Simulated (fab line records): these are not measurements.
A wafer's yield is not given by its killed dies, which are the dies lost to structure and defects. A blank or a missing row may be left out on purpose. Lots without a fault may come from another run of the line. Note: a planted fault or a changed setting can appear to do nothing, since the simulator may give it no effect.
fab line records    flow sky130
record lots=6  wafers=18  last-day=50
route steps=708 shown POLY_GATE@222 LDD_N@237 LDD_P@255 PAD_OPEN@708
lots with no fault: from the same line, run without faults
start-h: hours from the record's first day to the start of the lot's first wafer shown    wait-h: time in hours since the lot's previous step    " repeats the value in the row above    L1.1+2: a single row standing in for several wafers    - no value present, or no start provided    * or withheld: withheld    < > ~ a bound
route shown NAME@n: names a module that has steps shown in the file, with the first one's number in the route    usual: mean/standard deviation of fault-free wafers    same: alike in all rows    chamber/n: place in a boat    sites: the reading at each site    _std_site: their standard deviation    _edge_site: mean of outer sites minus mean of inner sites    radius-mm: how far each site lies from the wafer's centre    mask NAME#n: copy n    behind: the last tool/chamber to shape the wafer    hold: why the lot was held/for how many hours/how that ended    device: the n, p or np transistor that did not switch    end of line: the tests these same wafers got at the end of their route    a step with no rows: only its recipe    killed: dies that structure and defects cost at the first sort, which is not the same as the wafer's yield    map: the dies of a wafer, with x for killed, . for not killed, _ for no die there
set.NAME: the setting that was run; set.NAME@STEP: the one run at that earlier step    model.NAME: the simulator's own value behind a step, which no gauge read
lots at selected steps of the route; one table per step, one row per wafer
services: the hour from which a tool's chamber was out of use, counted from the record's first day as start-h (under 0 if before that day), plus the number of hours and why
## steps
# step SKY_POLY_GATE_COAT_08
# recipe resist=KrF-thick  spin-rpm=3000  resist-thk-nm=450
# step SKY_POLY_GATE_SOFTBAKE_09
# recipe temp-c=100  time-s=90  resist=KrF-thick
# step SKY_POLY_GATE_EXPOSE_10
# recipe mask-id=P1M  na=0.68  source-shape=conventional  sigma-outer=0.6  target-cd-nm=150  dose-mj=28
# step SKY_POLY_GATE_PEB_11
# recipe peb-temp-c=withheld  peb-time-s=withheld  resist=KrF-thick
# step SKY_POLY_GATE_DEVELOP_12
# recipe develop-time-s=60  resist=KrF-thick  dev-temp-c=21
# step SKY_POLY_GATE_CD_MEAS_13
# recipe target-cd-nm=150
# usual cd-nm=150.3/1.3
lot.wafer  tool       chamber  start-h  wait-h  cd-nm
L422.2     cd-sem-01  -        390.66   -       150.5
L422.3     "          -        "        "       150.4
L422.5     "          -        "        "       149.8
L431.1     cd-sem-02  -        479.93   -       152.1
L431.4     "          -        "        "       151.6
L431.5     "          -        "        "       153.4
L432.4     cd-sem-02  -        485.42   -       148.3
L432.5     "          -        "        "       148.6
L432.6     "          -        "        "       147.0
L439.2     cd-sem-02  -        543.66   -       149.7
L439.4     "          -        "        "       149.1
L439.5     "          -        "        "       150.1
L441.1     cd-sem-01  -        560.63   -       151.0
L441.3     "          -        "        "       150.9
L441.4     "          -        "        "       150.7
L442.1     cd-sem-01  -        582.23   -       151.0
L442.2     "          -        "        "       150.2
L442.6     "          -        "        "       150.9
# step SKY_POLY_GATE_OVL_MEAS_14
# usual POLY_GATE_OVL=-1/5.3
lot.wafer  tool        chamber  start-h  wait-h  POLY_GATE_OVL[nm]
L422.2     overlay-02  -        390.76   0.1     -7
L422.3     "           -        "        "       4
L422.5     "           -        "        "       3
L431.1     overlay-02  -        480.05   0.1     -2
L431.4     "           -        "        "       -1
L431.5     "           -        "        "       3
L432.4     overlay-02  -        485.50   0.1     2
L432.5     "           -        "        "       -4
L432.6     "           -        "        "       -4
L439.2     overlay-01  -        543.76   0.1     2
L439.4     "           -        "        "       -1
L439.5     "           -        "        "       -5
L441.1     overlay-02  -        560.75   0.1     -6
L441.3     "           -        "        "       -7
L441.4     "           -        "        "       -3
L442.1     overlay-02  -        582.35   0.1     2
L442.2     "           -        "        "       5
L442.6     "           -        "        "       2
# step SKY_POLY_GATE_ETCH_15
# recipe chemistry=N2/H2  target=BARC  ion-energy-ev=200  source-w=500  bias-w=100  pressure-mtorr=30  n2-flow-sccm=100  h2-flow-sccm=200  stop-on=SiO2  time-s=118.5  target-depth-a=1100
# usual drypump-motor-current-A=5.9/0.52  oes-product-au=0.716/0.0044  throttle-valve-pct=13.212/0.0084
lot.wafer  tool         chamber  start-h  wait-h  drypump-motor-current-A  oes-product-au  rf-hours-counter-h  throttle-valve-pct
L422.2     rie-diel-04  2        390.79   0.0     6.5                      0.719           3                   13.213
L422.3     "            1        "        "       5.1                      0.713           4                   13.208
L422.5     "            3        "        "       6.0                      0.713           -                   13.206
L431.1     rie-diel-04  3        480.09   0.0     6.1                      0.720           26                  13.213
L431.4     "            0        "        "       6.1                      0.716           5                   13.216
L431.5     "            0        "        "       6.1                      0.714           -                   13.218
L432.4     rie-diel-04  2        485.51   0.0     6.5                      0.718           5                   13.208
L432.5     "            3        "        "       6.0                      0.719           -                   13.197
L432.6     "            0        "        "       6.1                      0.715           -                   13.213
L439.2     rie-diel-01  1        543.79   0.0     5.6                      0.712           7                   13.194
L439.4     "            2        "        "       6.5                      0.713           48                  13.213
L439.5     "            2        "        "       6.5                      0.718           -                   13.220
L441.1     rie-diel-01  0        560.79   0.0     5.7                      0.712           5                   13.211
L441.3     "            1        "        "       5.7                      0.719           8                   13.210
L441.4     "            3        "        "       5.8                      0.711           3                   13.222
L442.1     rie-diel-01  1        582.39   0.0     5.7                      0.716           8                   13.211
L442.2     "            0        "        "       5.7                      0.709           6                   13.210
L442.6     "            2        "        "       6.5                      0.712           -                   13.219
# step SKY_POLY_GATE_ETCH_16
# recipe stop-on=poly-Si  chemistry=CH3F/O2  target=Si3N4  source-w=400  bias-w=80  pressure-mtorr=25  ch3f-flow-sccm=40  O2_flow_sccm=30  time-s=147.5  target-depth-a=750
# usual drypump-motor-current-A=5.9/0.52  oes-product-au=0.640/0.0054  throttle-valve-pct=10.534/0.009
lot.wafer  tool         chamber  start-h  wait-h  drypump-motor-current-A  oes-product-au  rf-hours-counter-h  throttle-valve-pct
L422.2     rie-diel-04  2        390.88   0.0     6.5                      0.646           3                   10.524
L422.3     "            1        "        "       5.0                      0.640           4                   10.546
L422.5     "            3        "        "       6.0                      0.627           -                   10.543
L431.1     rie-diel-04  3        480.17   0.0     6.0                      0.639           26                  10.543
L431.4     "            0        "        "       6.1                      0.631           5                   10.538
L431.5     "            0        "        "       6.1                      0.638           -                   10.530
L432.4     rie-diel-04  2        485.60   0.0     6.5                      0.642           5                   10.522
L432.5     "            3        "        "       6.0                      0.647           -                   10.534
L432.6     "            0        "        "       6.1                      0.642           -                   10.536
L439.2     rie-diel-01  1        543.88   0.0     5.7                      0.647           7                   10.539
L439.4     "            2        "        "       6.5                      0.643           48                  10.541
L439.5     "            2        "        "       6.5                      0.643           -                   10.532
L441.1     rie-diel-01  0        560.87   0.0     5.7                      0.644           5                   10.534
L441.3     "            1        "        "       5.7                      0.637           8                   10.531
L441.4     "            3        "        "       5.8                      0.631           3                   10.531
L442.1     rie-diel-01  1        582.47   0.0     5.6                      0.648           8                   10.502
L442.2     "            0        "        "       5.7                      0.643           6                   10.527
L442.6     "            2        "        "       6.5                      0.637           -                   10.546
# step SKY_POLY_GATE_ETCH_17
# recipe target-depth-nm=180  stop-on=SiO2  over-etch-frac=0.56667  chemistry=HBr/Cl2  target=poly-Si  icp-w=400  bias-w=100  pressure-mtorr=10  HBr_flow_sccm=150  Cl2_flow_sccm=50  time-s=70.5
# usual drypump-motor-current-A=5.52/0.29  oes-product-au=0.989/0.0065  throttle-valve-pct=33.684/0.0087
lot.wafer  tool       chamber  start-h  wait-h  drypump-motor-current-A  oes-product-au  rf-hours-counter-h  throttle-valve-pct
L422.2     rie-si-01  0        390.98   0.0     5.64                     0.993           2                   33.686
L422.3     "          3        "        "       5.18                     1.002           1                   33.685
L422.5     "          0        "        "       5.69                     0.981           -                   33.686
L431.1     rie-si-01  1        480.27   0.0     5.44                     0.990           35                  33.685
L431.4     "          0        "        "       5.66                     0.988           2                   33.692
L431.5     "          2        "        "       6.24                     0.991           -                   33.678
L432.4     rie-si-02  0        485.70   0.0     5.42                     0.985           46                  33.679
L432.5     "          3        "        "       5.43                     0.992           -                   33.681
L432.6     "          0        "        "       5.44                     0.985           -                   33.701
L439.2     rie-si-01  2        543.97   0.0     6.23                     1.000           5                   33.673
L439.4     "          1        "        "       5.45                     0.989           35                  33.667
L439.5     "          1        "        "       5.44                     0.979           -                   33.686
L441.1     rie-si-01  3        560.97   0.0     5.17                     0.978           2                   33.697
L441.3     "          0        "        "       5.65                     0.972           2                   33.692
L441.4     "          2        "        "       6.27                     0.977           5                   33.685
L442.1     rie-si-02  1        582.57   0.0     5.38                     0.992           6                   33.675
L442.2     "          0        "        "       5.43                     0.986           0                   33.692
L442.6     "          2        "        "       5.49                     0.980           -                   33.685
# step SKY_POLY_GATE_STRIP_18
# recipe chemistry=O2/N2  power-w=1400  pressure-mtorr=1500  platen-temp-c=withheld  o2-flow-sccm=3000  n2-flow-sccm=300  overash-fraction=0.5
# usual drypump-motor-current-A=5.7/0.31  o2-flow-sccm=3001/9.1  oes-product-au=0.361/0.0051  strip-time-to-endpoint-s=3.159/0.027
lot.wafer  tool             chamber  start-h  wait-h  drypump-motor-current-A  o2-flow-sccm  oes-product-au  rf-hours-counter-h  strip-time-to-endpoint-s
L422.2     plasma-asher-02  1        391.03   0.0     5.4                      3000          0.364           70                  3.181
L422.3     "                0        "        "       5.3                      2991          0.353           -                   3.160
L422.5     "                1        "        "       5.4                      3002          0.359           -                   3.168
L431.1     plasma-asher-01  1        480.32   0.0     5.9                      3005          0.367           36                  3.150
L431.4     "                0        "        "       6.1                      3006          0.361           -                   3.154
L431.5     "                1        "        "       5.9                      3001          0.362           -                   3.147
L432.4     plasma-asher-03  0        485.78   0.1     5.4                      2997          0.360           -                   3.175
L432.5     "                1        "        "       5.6                      2983          0.364           -                   3.156
L432.6     "                0        "        "       5.4                      3017          0.362           -                   3.174
L439.2     plasma-asher-03  0        544.03   0.0     5.4                      3000          0.364           10                  3.152
L439.4     "                1        "        "       5.6                      3003          0.365           -                   3.166
L439.5     "                0        "        "       5.4                      2994          0.366           -                   3.161
L441.1     plasma-asher-01  0        561.02   0.0     6.1                      2991          0.363           44                  3.172
L441.3     "                1        "        "       5.9                      2998          0.360           -                   3.145
L441.4     "                0        "        "       6.1                      2987          0.366           -                   3.206
L442.1     plasma-asher-01  0        582.62   0.0     6.1                      3020          0.366           46                  3.153
L442.2     "                1        "        "       5.9                      3005          0.365           46                  3.185
L442.6     "                0        "        "       6.1                      3016          0.363           -                   3.160
# step SKY_POLY_GATE_CLEAN_19
# recipe chemistry=SC1/SC2  mix=1:4:20  temp-c=70  time-s=150  dry=n2-spin
# step SKY_POLY_GATE_OXIDATION_20
# recipe temp-c=850  ambient=O2  stabilise-s=600  purge-s=300  target-thk-a=40  ox-time-s=899
# usual spike-tc-lower-C=849.6/1  spike-tc-top-C=864/4.9  zone-power-upper-pct=16.6/0.95
lot.wafer  tool        chamber  start-h  wait-h  spike-tc-lower-C  spike-tc-top-C  zone-power-upper-pct
L422.2     furnace-02  0        393.47   2.3     850.0             869             16.1
L422.3     "           0        "        "       850.9             868             15.7
L422.5     "           0        "        "       851.0             869             15.9
L431.1     furnace-02  0        480.85   0.4     847.7             868             16.2
L431.4     "           0        "        "       849.1             869             15.8
L431.5     "           0        "        "       849.7             868             15.7
L432.4     furnace-02  0        485.90   0.0     849.6             867             15.6
L432.5     "           0        "        "       847.7             867             16.1
L432.6     "           0        "        "       850.9             869             15.9
L439.2     furnace-01  0        545.58   1.4     849.3             858             17.7
L439.4     "           0        "        "       849.0             857             17.8
L439.5     "           0        "        "       849.2             857             17.8
L441.1     furnace-02  0        561.17   0.0     849.0             866             15.9
L441.3     "           0        "        "       849.2             867             16.0
L441.4     "           0        "        "       849.9             867             15.8
L442.1     furnace-02  0        582.77   0.0     849.1             868             15.5
L442.2     "           0        "        "       851.6             867             16.0
L442.6     "           0        "        "       850.6             869             15.7
# step SKY_POLY_GATE_THK_MEAS_21
# recipe reads=SiO2_of_POLY_GATE_OXIDATION_20
# usual POLY_GATE_OXIDATION_THK=4.02/0.08
lot.wafer  tool           chamber  start-h  wait-h  POLY_GATE_OXIDATION_THK[nm]
L422.2     film-metro-01  -        394.73   0.0     4.15
L422.3     "              -        "        "       4.05
L422.5     "              -        "        "       4.18
L431.1     film-metro-01  -        482.10   0.0     4.06
L431.4     "              -        "        "       4.09
L431.5     "              -        "        "       4.05
L432.4     film-metro-04  -        487.18   0.0     3.93
L432.5     "              -        "        "       4.01
L432.6     "              -        "        "       4.04
L439.2     film-metro-03  -        546.84   0.0     4.10
L439.4     "              -        "        "       4.06
L439.5     "              -        "        "       3.96
L441.1     film-metro-01  -        562.42   0.0     3.96
L441.3     "              -        "        "       4.09
L441.4     "              -        "        "       4.12
L442.1     film-metro-04  -        584.02   0.0     4.01
L442.2     "              -        "        "       3.97
L442.6     "              -        "        "       4.00
# step SKY_POLY_GATE_CD_MEAS_22
# usual cd-nm=150.1/1.9
lot.wafer  tool       chamber  start-h  wait-h  cd-nm
L422.2     cd-sem-02  -        394.81   0.1     151.4
L422.3     "          -        "        "       151.5
L422.5     "          -        "        "       148.4
L431.1     cd-sem-02  -        482.16   0.1     152.2
L431.4     "          -        "        "       151.3
L431.5     "          -        "        "       155.1
L432.4     cd-sem-02  -        487.30   0.1     148.9
L432.5     "          -        "        "       147.0
L432.6     "          -        "        "       147.0
L439.2     cd-sem-01  -        546.92   0.1     150.1
L439.4     "          -        "        "       148.4
L439.5     "          -        "        "       149.5
L441.1     cd-sem-01  -        562.48   0.1     149.8
L441.3     "          -        "        "       151.5
L441.4     "          -        "        "       151.6
L442.1     cd-sem-01  -        584.08   0.1     151.4
L442.2     "          -        "        "       149.3
L442.6     "          -        "        "       153.9
# step SKY_LDD_N_DEHYDRATE_00
# recipe temp-c=200  time-s=60
# step SKY_LDD_N_HMDS_01
# recipe prime-time-s=60  prime-temp-c=120
# step SKY_LDD_N_COAT_02
# recipe resist=NOVOLAK  spin-rpm=3000  resist-thk-nm=300
# step SKY_LDD_N_SOFTBAKE_03
# recipe temp-c=90  time-s=60  resist=NOVOLAK
# step SKY_LDD_N_EXPOSE_04
# recipe mask-id=NTM  target-cd-nm=840  na=0.6  source-shape=conventional  sigma-outer=0.6  dose-mj=110
# step SKY_LDD_N_PEB_05
# recipe temp-c=withheld  time-s=*  resist=NOVOLAK
# step SKY_LDD_N_DEVELOP_06
# recipe develop-time-s=60  dev-temp-c=23
# step SKY_LDD_N_OVL_MEAS_07
# usual LDD_N_OVL=-0.5/1.6
lot.wafer  tool        chamber  start-h  wait-h  LDD_N_OVL[nm]
L422.2     overlay-02  -        425.49   0.1     -2.1
L422.3     "           -        "        "       -2.1
L422.5     "           -        "        "       -3.5
L431.1     overlay-02  -        512.18   0.1     -2.2
L431.4     "           -        "        "       -0.8
L431.5     "           -        "        "       -0.4
L432.4     overlay-02  -        518.15   0.1     2.8
L432.5     "           -        "        "       3.9
L432.6     "           -        "        "       1.8
L439.2     overlay-01  -        576.69   0.1     -1.8
L439.4     "           -        "        "       0.4
L439.5     "           -        "        "       -1.5
L441.1     overlay-02  -        591.79   0.1     -0.9
L441.3     "           -        "        "       -0.9
L441.4     "           -        "        "       0.3
L442.1     overlay-02  -        613.17   0.1     1.2
L442.2     "           -        "        "       1.0
L442.6     "           -        "        "       0.7
# step SKY_LDD_N_IMPLANT_08
# recipe species=As  energy-kev=20  dose-cm2=7.5e+13  tilt-deg=withheld  rotation-deg=23
# step SKY_LDD_N_IMPLANT_09
# recipe species=As  energy-kev=20  dose-cm2=7.5e+13  tilt-deg=withheld  rotation-deg=113
# step SKY_LDD_N_IMPLANT_10
# recipe species=As  energy-kev=20  dose-cm2=7.5e+13  tilt-deg=withheld  rotation-deg=203
# step SKY_LDD_N_IMPLANT_11
# recipe species=As  energy-kev=20  dose-cm2=7.5e+13  tilt-deg=withheld  rotation-deg=293
# step SKY_LDD_N_IMPLANT_12
# recipe species=BF2  energy-kev=50  dose-cm2=5e+12  tilt-deg=30  rotation-deg=0
# step SKY_LDD_N_IMPLANT_13
# recipe species=BF2  energy-kev=50  dose-cm2=5e+12  tilt-deg=30  rotation-deg=90
# step SKY_LDD_N_IMPLANT_14
# recipe species=BF2  energy-kev=50  dose-cm2=5e+12  tilt-deg=30  rotation-deg=180
# step SKY_LDD_N_IMPLANT_15
# recipe species=BF2  energy-kev=50  dose-cm2=5e+12  tilt-deg=30  rotation-deg=270
# step SKY_LDD_N_STRIP_16
# recipe chemistry=O2/N2  power-w=1400  pressure-mtorr=1500  platen-temp-c=withheld  o2-flow-sccm=3000  n2-flow-sccm=300  overash-fraction=0.5
# usual drypump-motor-current-A=5.33/0.19  o2-flow-sccm=3001/9.5  oes-product-au=0.407/0.0049  strip-time-to-endpoint-s=4.309/0.015
lot.wafer  tool             chamber  start-h  wait-h  drypump-motor-current-A  o2-flow-sccm  oes-product-au  rf-hours-counter-h  strip-time-to-endpoint-s
L422.2     plasma-asher-04  1        426.72   0.1     4.91                     3004          0.402           60                  4.303
L422.3     "                1        "        "       4.92                     3002          0.407           -                   4.298
L422.5     "                1        "        "       4.94                     2994          0.414           -                   4.321
L431.1     plasma-asher-04  1        513.42   0.1     4.93                     3002          0.405           70                  4.302
L431.4     "                1        "        "       4.95                     3005          0.408           -                   4.309
L431.5     "                0        "        "       5.44                     3009          0.404           -                   4.292
L432.4     plasma-asher-03  0        519.40   0.1     5.37                     2992          0.405           -                   4.302
L432.5     "                0        "        "       5.36                     3002          0.400           -                   4.297
L432.6     "                1        "        "       5.57                     2987          0.413           -                   4.309
L439.2     plasma-asher-04  1        577.92   0.1     4.93                     3010          0.404           76                  4.306
L439.4     "                1        "        "       4.92                     2999          0.405           -                   4.309
L439.5     "                0        "        "       5.43                     3002          0.406           -                   4.324
L441.1     plasma-asher-04  0        593.02   0.1     5.45                     3015          0.404           77                  4.297
L441.3     "                1        "        "       4.95                     2997          0.409           -                   4.287
L441.4     "                0        "        "       5.45                     2998          0.411           -                   4.300
L442.1     plasma-asher-02  0        614.41   0.1     5.30                     2974          0.412           93                  4.343
L442.2     "                1        "        "       5.37                     2995          0.407           93                  4.323
L442.6     "                1        "        "       5.37                     3000          0.401           -                   4.336
# step SKY_LDD_N_TW_MEAS_17
# usual LDD_N_TW=2560/24
lot.wafer  tool           chamber  start-h  wait-h  LDD_N_TW
L422.2     film-metro-02  -        426.83   0.1     2530
L422.3     "              -        "        "       2524
L422.5     "              -        "        "       2532
L431.1     film-metro-02  -        513.52   0.1     2535
L431.4     "              -        "        "       2547
L431.5     "              -        "        "       2528
L432.4     film-metro-04  -        519.50   0.1     2571
L432.5     "              -        "        "       2563
L432.6     "              -        "        "       2586
L439.2     film-metro-03  -        578.03   0.1     2584
L439.4     "              -        "        "       2582
L439.5     "              -        "        "       2582
L441.1     film-metro-04  -        593.12   0.1     2556
L441.3     "              -        "        "       2566
L441.4     "              -        "        "       2552
L442.1     film-metro-02  -        614.51   0.1     2542
L442.2     "              -        "        "       2541
L442.6     "              -        "        "       2542
# step SKY_LDD_P_DEHYDRATE_00
# recipe temp-c=200  time-s=60
# step SKY_LDD_P_HMDS_01
# recipe prime-time-s=60  prime-temp-c=120
# step SKY_LDD_P_COAT_02
# recipe resist=NOVOLAK  spin-rpm=3000  resist-thk-nm=1140
# step SKY_LDD_P_SOFTBAKE_03
# recipe temp-c=90  time-s=60  resist=NOVOLAK
# step SKY_LDD_P_EXPOSE_04
# recipe mask-id=PSDM  na=0.6  source-shape=conventional  sigma-outer=0.6  polarization=unpolarized  target-cd-nm=380  dose-mj=138
# step SKY_LDD_P_PEB_05
# recipe temp-c=withheld  time-s=*  resist=NOVOLAK
# step SKY_LDD_P_DEVELOP_06
# recipe resist=NOVOLAK  developer=TMAH  develop-time-s=60  dev-temp-c=23
# step SKY_LDD_P_CD_MEAS_07
# recipe target-cd-nm=380
# usual cd-nm=380.1/2.6
lot.wafer  tool       chamber  start-h  wait-h  cd-nm
L422.2     cd-sem-01  -        457.83   0.1     377.9
L422.3     "          -        "        "       383.5
L422.5     "          -        "        "       378.5
L431.1     cd-sem-01  -        543.51   0.1     375.3
L431.4     "          -        "        "       378.3
L431.5     "          -        "        "       375.3
L432.4     cd-sem-02  -        549.23   0.1     381.8
L432.5     "          -        "        "       383.1
L432.6     "          -        "        "       382.4
L439.2     cd-sem-02  -        607.04   0.1     380.0
L439.4     "          -        "        "       381.2
L439.5     "          -        "        "       382.6
L441.1     cd-sem-02  -        621.61   0.1     382.2
L441.3     "          -        "        "       380.6
L441.4     "          -        "        "       379.5
L442.1     cd-sem-02  -        643.52   0.1     380.8
L442.2     "          -        "        "       379.3
L442.6     "          -        "        "       380.8
# step SKY_LDD_P_OVL_MEAS_08
# usual LDD_P_OVL=-0.1/1.3
lot.wafer  tool        chamber  start-h  wait-h  LDD_P_OVL[nm]
L422.2     overlay-02  -        457.93   0.1     1.1
L422.3     "           -        "        "       0.0
L422.5     "           -        "        "       0.6
L431.1     overlay-02  -        543.63   0.1     -1.1
L431.4     "           -        "        "       0.6
L431.5     "           -        "        "       1.2
L432.4     overlay-01  -        549.31   0.1     0.5
L432.5     "           -        "        "       1.7
L432.6     "           -        "        "       0.7
L439.2     overlay-02  -        607.15   0.1     0.5
L439.4     "           -        "        "       -0.2
L439.5     "           -        "        "       -0.4
L441.1     overlay-02  -        621.73   0.1     0.7
L441.3     "           -        "        "       1.0
L441.4     "           -        "        "       0.2
L442.1     overlay-01  -        643.64   0.1     -0.6
L442.2     "           -        "        "       -1.7
L442.6     "           -        "        "       0.1
# step SKY_PAD_OPEN_PROBE_99
# usual killed_at_M0_to_M3=43/7.2  killed_at_M4_up=3.0/1.7  killed-at-contacts=24/5.3  killed-at-front-end=15/4.6  killed-at-other=0.3/0.5  killed-dies=85/10  killed-on-rim=17/3.8  killed-open=46/7.2  killed-short=39/6.4
# same gross-dies=492  killed-at-back-side=0
lot.wafer  tool       chamber  start-h  wait-h  killed_at_M0_to_M3  killed_at_M4_up  killed-at-contacts  killed-at-front-end  killed-at-other  killed-dies  killed-on-rim  killed-open  killed-short
L431.1     prober-02  -        1147.21  0.1     31                  1                19                  220                  0                271          50             35           27
L431.4     prober-02  -        1147.36  0.2     37                  3                18                  235                  0                293          53             41           25
L431.5     prober-02  -        1147.41  0.2     36                  1                23                  222                  0                282          63             41           28
L432.4     prober-01  -        1153.89  0.2     28                  2                20                  230                  1                281          52             29           31
L432.5     prober-01  -        1153.94  0.2     48                  3                18                  212                  0                281          55             52           38
L432.6     prober-01  -        1153.99  0.2     42                  3                12                  224                  0                281          47             39           32
L439.2     prober-02  -        1188.35  0.1     40                  2                20                  16                   0                78           15             48           30
L439.4     prober-02  -        1188.45  0.2     53                  2                21                  9                    0                85           20             47           38
L439.5     prober-02  -        1188.50  0.2     51                  1                23                  18                   0                93           17             54           39
# killed by level:class
L431.1 POLY_GATE:unspecified=209 CONTACT:geometric-particle:open=11 METAL1:geometric-particle:short=7 VIA1:geometric-particle:open=7 METAL2:geometric-particle:open=4 FIELD_ISO:geometric-particle:short=3 POLY_GATE:geometric-particle:short=3 CONTACT:geometric-particle:short=3
L431.4 POLY_GATE:unspecified=227 VIA1:geometric-particle:open=10 CONTACT:geometric-particle:open=8 VIA3:geometric-particle:open=7 VIA1:geometric-particle:short=6 POLY_GATE:geometric-particle:open=4 LI_CONTACT:geometric-particle:open=3 VIA2:geometric-particle:open=3
L431.5 POLY_GATE:unspecified=213 CONTACT:geometric-particle:open=9 CONTACT:geometric-particle:short=6 VIA1:geometric-particle:open=6 VIA2:geometric-particle:open=6 LI_CONTACT:geometric-particle:open=5 VIA2:geometric-particle:short=5 VIA3:geometric-particle:open=4
L432.4 POLY_GATE:unspecified=221 CONTACT:geometric-particle:open=10 METAL1:geometric-particle:short=5 VIA1:geometric-particle:open=5 FIELD_ISO:geometric-particle:short=3 POLY_GATE:geometric-particle:short=3 LI_CONTACT:geometric-particle:short=3 VIA2:geometric-particle:short=3
L432.5 POLY_GATE:unspecified=191 VIA1:geometric-particle:open=10 CONTACT:geometric-particle:open=8 VIA3:geometric-particle:open=8 METAL2:geometric-particle:short=5 METAL1:geometric-particle:short=5 FIELD_ISO:geometric-particle:open=4 VIA1:geometric-particle:short=4
L432.6 POLY_GATE:unspecified=210 VIA1:geometric-particle:open=12 VIA2:geometric-particle:open=8 VIA3:geometric-particle:short=7 FIELD_ISO:geometric-particle:open=5 LI_CONTACT:geometric-particle:open=4 METAL2:geometric-particle:short=4 VIA1:geometric-particle:short=3
L439.2 VIA1:geometric-particle:open=10 CONTACT:geometric-particle:open=8 VIA3:geometric-particle:open=8 FIELD_ISO:geometric-particle:open=7 VIA1:geometric-particle:short=5 FIELD_ISO:geometric-particle:short=4 LI_CONTACT:geometric-particle:open=4 METAL2:geometric-particle:open=4
L439.4 VIA1:geometric-particle:open=10 CONTACT:geometric-particle:open=7 METAL2:geometric-particle:short=7 LI_CONTACT:geometric-particle:open=6 VIA3:geometric-particle:open=6 METAL1:geometric-particle:open=5 VIA1:geometric-particle:short=5 LI_CONTACT:geometric-particle:short=4
L439.5 VIA1:geometric-particle:open=15 CONTACT:geometric-particle:open=9 VIA3:geometric-particle:open=7 VIA1:geometric-particle:short=6 CONTACT:geometric-particle:short=6 METAL1:geometric-particle:short=6 FIELD_ISO:geometric-particle:open=5 POLY_GATE:geometric-particle:short=5
# map L431.4 (x killed, . not)
__________..x.xx.x.x_________
________..x.x..x.xxx.x_______
______.x.xxxxxxxx.x.x.x._____
_____xxxxxx...x.x.xx..xx.____
____x.xxx.xxx.x.xxxx...x..___
___..x.x....x..xx.x.xx...xx__
__xxxx....xxx..xxxx.xx..x.xx_
_xx.xxxxxxx.xx....x.xxxx...xx
_xxx....xxxxxxxxxxxxx.....xx.
_x..x.xxxxx....xxxx.xx.xx..xx
_.xxx...xx.xxxx.x..x.x..xxx.x
_xxx.......x.xxx.xxx.xxxxxxx.
_xx.xxx.x...xx..x.xxxx.xx.xx.
_xxxx..xxxxxxxxx.x...xxx.x.xx
_.xx.xxxxxxxxxxx..xx.xx.xx.xx
__x.x.x.xxx..xxxxxx...x...x._
___x.x.x....xxxx...x.xxxxx.__
____...x.x.xxx...x.xxxxxx.___
_____..x.x....xxxxx.x.xx.____
______x...xxxx.x...x..x._____
________x..xxxxx.xxxxx_______
__________.xxxxx..x._________
# map L432.4 (x killed, . not)
__________xx..xxxxx._________
________.x.xxxxxxxxxxx_______
______.x.x.xx.x..xxx...x_____
_____.x.xxxxxxx....x..xxx____
____xx....x.xxx.xxxxxxx.x.___
___xxx.xx.x.x.xx.xx..x.xxx.__
__.xx.x.x.xxxxx.xxx..xxxxx.x_
_..xxx....x.x...x.x.x..x..x.x
_..xx..xxxxx.x.xxx.xxxxxxx.x.
_..xx.x.xxxx.x....xxx.x.xxxx.
_.x..xxxx.xx.xxx.x.xxx.x...xx
_x.x.xxx.xxx.xx...xx.xxxx.xx.
_x..xxx.x.....xxxxxx....xx.x.
_.xxxx.x..x.x.xx...xx.xx.x.x.
_x..x.xxx.x...x..xxxxxxx...x.
__.x....xx.x.x.x.xx.xxx...x._
___xxx....x.xx..x.x.x.x..xx__
____x.xxxx.xx..x.x.x.....x___
_____.x...xx.xx.xxxxx.xxx____
______.xxx..xxx.xx...x.._____
________xx...x.xxx..x._______
__________x.....xxxx_________
## services
tool             chamber  start-h  hours  kind
furnace-02       -        374.06   4.1    pm
rie-diel-04      -        374.83   14.6   pm
rie-diel-04      0        390.40   4.1    repair
rie-diel-04      3        391.02   3.5    repair
plasma-asher-04  -        392.91   1.9    repair
rie-diel-04      2        398.71   10.5   repair
plasma-asher-01  -        399.86   0.5    repair
rie-diel-01      -        409.23   2.3    repair
plasma-asher-04  -        415.36   4.1    repair
rie-diel-04      3        421.42   9.7    repair
furnace-02       -        423.25   3.9    pm
rie-si-01        -        471.33   2.8    pm
rie-si-01        1        486.48   3.3    repair
rie-si-01        3        531.11   5.9    repair
rie-diel-01      0        534.79   7.2    repair
rie-si-01        -        536.53   0.3    repair
furnace-02       -        542.27   4.4    pm
rie-si-01        -        544.79   1.5    repair
rie-diel-04      0        554.80   3.1    repair
rie-si-01        -        587.07   15.6   pm
rie-diel-01      -        588.87   2.8    pm
furnace-02       -        594.79   8.5    pm
plasma-asher-04  -        612.72   2.8    pm
furnace-02       -        614.35   45.9   pm
## key
first-sign step=SKY_PAD_OPEN_PROBE_99  reading=killed-at-front-end  direction=up  sigmas=46  usual=15  struck=224
effect step=SKY_PAD_OPEN_PROBE_99  reading=killed-dies  direction=up  sigmas=19  usual=85  struck=282
met-at SKY_POLY_GATE_OXIDATION_20
struck-wafers L431.1,L431.4,L431.5,L432.4,L432.5,L432.6
tester-left-out L431,L432
onset-between 393.47 480.85
also-fits SKY_POLY_GATE_ETCH_15:rie-diel-04,SKY_POLY_GATE_ETCH_16:rie-diel-04
fault kind=chamber-particle-source  tool=furnace-02  chamber=-  onset-h=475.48  steps=SKY_POLY_GATE_OXIDATION_20  rate-per-visit-cm2=1.21  end-h=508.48
# tester-left-out: of these lots the tester's yield and bins aren't shown, on N5 and GAA mostly nor the transistor test; their killed dies are dies lost to structure and defects alone, not to doping, threshold or leakage, so they don't give the yield
